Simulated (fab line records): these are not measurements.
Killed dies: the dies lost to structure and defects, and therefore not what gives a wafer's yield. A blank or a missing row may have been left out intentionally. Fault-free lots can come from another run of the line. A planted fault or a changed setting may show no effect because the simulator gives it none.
Chamber matching / flow sky130 / 4 sister chambers for SKY_METAL3_ETCH_17 on rieDiel-04
The step etches SiO2 in C4F8/O2/Ar, stops on TiN, time 3.9 s, target depth 15 nm. 8 wafers are shown with their chamber, then 10 later ones without.

## WAFERS PAIRED WITH THEIR CHAMBERS
wafer=L079.1; chamber=2; oesProductAu (a.u.)=0.754
wafer=L079.5; chamber=2; oesProductAu (a.u.)=0.763
wafer=L085.3; chamber=3; oesProductAu (a.u.)=0.758
wafer=L087.1; chamber=1; oesProductAu (a.u.)=0.740
wafer=L087.2; chamber=0; oesProductAu (a.u.)=0.764
wafer=L087.4; chamber=0; oesProductAu (a.u.)=0.765
wafer=L092.1; chamber=1; oesProductAu (a.u.)=0.763
wafer=L092.2; chamber=3; oesProductAu (a.u.)=0.758

## WAFERS MISSING THEIR CHAMBER
wafer=L092.3; oesProductAu (a.u.)=0.752
wafer=L092.4; oesProductAu (a.u.)=0.756
wafer=L092.5; oesProductAu (a.u.)=0.754
wafer=L092.6; oesProductAu (a.u.)=0.746
wafer=L093.1; oesProductAu (a.u.)=0.760
wafer=L093.2; oesProductAu (a.u.)=0.751
wafer=L093.3; oesProductAu (a.u.)=0.749
wafer=L093.4; oesProductAu (a.u.)=0.757
wafer=L093.5; oesProductAu (a.u.)=0.762
wafer=L093.6; oesProductAu (a.u.)=0.756

## EACH ONE'S CHAMBER
wafer=L092.3; from the rows above=can't be placed: 1 or 3 or 2 or 0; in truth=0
wafer=L092.4; from the rows above=can't be placed: 3 or 2 or 1 or 0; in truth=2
wafer=L092.5; from the rows above=can't be placed: 1 or 3 or 2 or 0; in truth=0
wafer=L092.6; from the rows above=can't be placed: 1 or 3 or 2 or 0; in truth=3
wafer=L093.1; from the rows above=can't be placed: 2 or 3 or 0 or 1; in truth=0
wafer=L093.2; from the rows above=can't be placed: 1 or 3 or 2 or 0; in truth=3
wafer=L093.3; from the rows above=can't be placed: 1 or 3 or 2 or 0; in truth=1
wafer=L093.4; from the rows above=can't be placed: 3 or 2 or 1 or 0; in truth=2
wafer=L093.5; from the rows above=can't be placed: 0 or 2 or 3 or 1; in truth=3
wafer=L093.6; from the rows above=can't be placed: 3 or 2 or 1 or 0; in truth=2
0 of 10 placed correctly. Cannot be placed on the basis of these rows: 10; the candidates contain the true chamber in 10. Wrongly placed: 0.
How it was worked out, from the rows above alone: a wafer's distance from a chamber is the root of the sum, over the readings, of the square of ((its reading less the chamber's mean) divided by the reading's scatter). The wafer belongs to the nearest chamber; if the next one is less than 2 further off, it can't be placed. Each chamber's mean is taken over the wafers shown for it. The scatter is the square root of a quotient: the sum, over the shown wafers, of each reading's squared deviation from its chamber's mean, divided by wafers minus chambers.
